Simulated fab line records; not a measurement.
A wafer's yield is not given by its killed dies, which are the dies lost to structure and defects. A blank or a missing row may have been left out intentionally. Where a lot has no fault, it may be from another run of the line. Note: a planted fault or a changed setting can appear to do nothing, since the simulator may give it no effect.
Which of the tools did it? / flow gf180mcu / 13 lots, 39 wafers sampled, at 3 steps of a route of 602

WHAT THE GAUGES SHOWED, per wafer
GF_TOP_METAL_CD_MEAS_14: the cd target is 440 nm. Usual: 439.8 nm for cdNm, sd 2.9.
lot=L347; measured=day 29 02:48; on=cdSem-02; cdNm (nm)=444.7 441.0 444.8; flag=
lot=L348; measured=day 29 08:35; on=cdSem-01; cdNm (nm)=436.3 437.7 437.6; flag=
lot=L350; measured=day 29 22:34; on=cdSem-01; cdNm (nm)=437.5 439.9 438.0; flag=
lot=L351; measured=day 30 03:59; on=cdSem-01; cdNm (nm)=441.8 440.1 443.3; flag=
lot=L353; measured=day 30 21:06; on=cdSem-02; cdNm (nm)=438.0 439.0 437.5; flag=
lot=L354; measured=day 31 02:07; on=cdSem-02; cdNm (nm)=443.3 441.6 440.2; flag=
lot=L355; measured=day 31 11:32; on=cdSem-01; cdNm (nm)=440.3 438.3 441.2; flag=
lot=L358; measured=day 32 04:26; on=cdSem-02; cdNm (nm)=439.9 438.8 437.3; flag=
lot=L360; measured=day 32 17:53; on=cdSem-01; cdNm (nm)=438.0 438.4 437.9; flag=
lot=L361; measured=day 32 22:25; on=cdSem-01; cdNm (nm)=441.9 444.6 443.2; flag=
lot=L364; measured=day 33 14:23; on=cdSem-01; cdNm (nm)=436.2 437.6 437.1; flag=
lot=L367; measured=day 34 06:23; on=cdSem-01; cdNm (nm)=438.9 439.1 438.9; flag=
lot=L369; measured=day 34 16:56; on=cdSem-02; cdNm (nm)=446.4 445.1 443.7; flag=

EACH LOT AND THE TOOL THAT RAN IT (in order: tool; ch and the chambers of the sampled wafers; start)
lot=L347; GF_V4_STRIP_18=plasmaAsher-01 ch 0,1, day 25 12:14; GF_V5_CVD_23=cvdW-02 ch 0,1, day 28 06:52
lot=L348; GF_V4_STRIP_18=plasmaAsher-01 ch 0,1, day 25 16:37; GF_V5_CVD_23=cvdW-02 ch 0,1, day 28 11:48
lot=L350; GF_V4_STRIP_18=plasmaAsher-03 ch 0,1, day 26 09:23; GF_V5_CVD_23=cvdW-02 ch 0,1, day 29 02:26
lot=L351; GF_V4_STRIP_18=plasmaAsher-01 ch 0,1, day 26 15:35; GF_V5_CVD_23=cvdW-01 ch 0,1, day 29 07:56
lot=L353; GF_V4_STRIP_18=plasmaAsher-02 ch 0,1, day 27 08:55; GF_V5_CVD_23=cvdW-02 ch 0,1, day 30 01:29
lot=L354; GF_V4_STRIP_18=plasmaAsher-03 ch 0,1, day 27 14:35; GF_V5_CVD_23=cvdW-01 ch 0, day 30 06:53
lot=L355; GF_V4_STRIP_18=plasmaAsher-01 ch 0,1, day 28 00:23; GF_V5_CVD_23=cvdW-02 ch 0,1, day 30 16:44
lot=L358; GF_V4_STRIP_18=plasmaAsher-01 ch 0,1, day 28 22:28; GF_V5_CVD_23=cvdW-01 ch 0,1, day 31 09:59
lot=L360; GF_V4_STRIP_18=plasmaAsher-01 ch 0,1, day 29 10:31; GF_V5_CVD_23=cvdW-01 ch 0,1, day 32 00:17
lot=L361; GF_V4_STRIP_18=plasmaAsher-02 ch 0,1, day 29 16:46; GF_V5_CVD_23=cvdW-01 ch 0,1, day 32 04:11
lot=L364; GF_V4_STRIP_18=plasmaAsher-02 ch 0,1, day 30 11:52; GF_V5_CVD_23=cvdW-02 ch 0,1, day 32 21:08
lot=L367; GF_V4_STRIP_18=plasmaAsher-03 ch 0,1, day 31 05:58; GF_V5_CVD_23=cvdW-02 ch 0,1, day 33 13:44
lot=L369; GF_V4_STRIP_18=plasmaAsher-01 ch 0,1, day 31 18:46; GF_V5_CVD_23=cvdW-02 ch 0,1, day 34 00:49
- GF_V4_STRIP_18: strips in O2/N2.
- GF_V5_CVD_23: deposits W, target thk 350 nm, time 104.9 s.

AS READ BY THE TOOLS THEMSELVES (means over the sampled wafers that have a number; for cases with no such wafer, the mark the record gives instead)
GF_V4_STRIP_18. Usual: drypumpMotorCurrentA 5.8 A, standard deviation 0.49; heaterPowerW 315 W, standard deviation 44; oesProductAu 0.591 a.u., standard deviation 0.0052.
lot=L347; tool=plasmaAsher-01; drypumpMotorCurrentA (A)=5.3; heaterPowerW (W)=300; oesProductAu (a.u.)=0.592; flag=
lot=L348; tool=plasmaAsher-01; drypumpMotorCurrentA (A)=5.3; heaterPowerW (W)=301; oesProductAu (a.u.)=0.591; flag=
lot=L350; tool=plasmaAsher-03; drypumpMotorCurrentA (A)=5.9; heaterPowerW (W)=294; oesProductAu (a.u.)=0.585; flag=
lot=L351; tool=plasmaAsher-01; drypumpMotorCurrentA (A)=5.3; heaterPowerW (W)=303; oesProductAu (a.u.)=0.590; flag=
lot=L353; tool=plasmaAsher-02; drypumpMotorCurrentA (A)=6.4; heaterPowerW (W)=366; oesProductAu (a.u.)=0.596; flag=
lot=L354; tool=plasmaAsher-03; drypumpMotorCurrentA (A)=5.7; heaterPowerW (W)=290; oesProductAu (a.u.)=0.589; flag=
lot=L355; tool=plasmaAsher-01; drypumpMotorCurrentA (A)=5.5; heaterPowerW (W)=283; oesProductAu (a.u.)=0.591; flag=
lot=L358; tool=plasmaAsher-01; drypumpMotorCurrentA (A)=5.4; heaterPowerW (W)=284; oesProductAu (a.u.)=0.591; flag=
lot=L360; tool=plasmaAsher-01; drypumpMotorCurrentA (A)=5.3; heaterPowerW (W)=298; oesProductAu (a.u.)=0.586; flag=
lot=L361; tool=plasmaAsher-02; drypumpMotorCurrentA (A)=6.4; heaterPowerW (W)=366; oesProductAu (a.u.)=0.590; flag=
lot=L364; tool=plasmaAsher-02; drypumpMotorCurrentA (A)=6.4; heaterPowerW (W)=367; oesProductAu (a.u.)=0.592; flag=
lot=L367; tool=plasmaAsher-03; drypumpMotorCurrentA (A)=5.9; heaterPowerW (W)=292; oesProductAu (a.u.)=0.589; flag=
lot=L369; tool=plasmaAsher-01; drypumpMotorCurrentA (A)=5.5; heaterPowerW (W)=283; oesProductAu (a.u.)=0.593; flag=

GF_V5_CVD_23. Usual: 893 W for heaterPowerW, sd 30.
lot=L347; tool=cvdW-02; heaterPowerW (W)=897; flag=
lot=L348; tool=cvdW-02; heaterPowerW (W)=894; flag=
lot=L350; tool=cvdW-02; heaterPowerW (W)=893; flag=
lot=L351; tool=cvdW-01; heaterPowerW (W)=894; flag=
lot=L353; tool=cvdW-02; heaterPowerW (W)=901; flag=
lot=L354; tool=cvdW-01; heaterPowerW (W)=840; flag=
lot=L355; tool=cvdW-02; heaterPowerW (W)=894; flag=
lot=L358; tool=cvdW-01; heaterPowerW (W)=893; flag=
lot=L360; tool=cvdW-01; heaterPowerW (W)=876; flag=
lot=L361; tool=cvdW-01; heaterPowerW (W)=861; flag=
lot=L364; tool=cvdW-02; heaterPowerW (W)=897; flag=
lot=L367; tool=cvdW-02; heaterPowerW (W)=894; flag=
lot=L369; tool=cvdW-02; heaterPowerW (W)=885; flag=

THE ANSWER, worked out from the rows above alone
Rule: lot off if the mean of its wafers having a number is beyond 3 standard deviations from the usual mean. Also off: a lot with no number at a reading for which 4 or more lots have one. All remaining lots with rows at the step are treated as sound. Order of review: gauges by route order, followed by the tools' own readings, for which a lot's mean as printed above is used. The first step at which some lot is off is used, and at that step the reading that is off furthest; a lot without a number counts as furthest.
Nothing can be told from this: no lot is off at any reading shown.

WHAT THE SIMULATOR PUT IN
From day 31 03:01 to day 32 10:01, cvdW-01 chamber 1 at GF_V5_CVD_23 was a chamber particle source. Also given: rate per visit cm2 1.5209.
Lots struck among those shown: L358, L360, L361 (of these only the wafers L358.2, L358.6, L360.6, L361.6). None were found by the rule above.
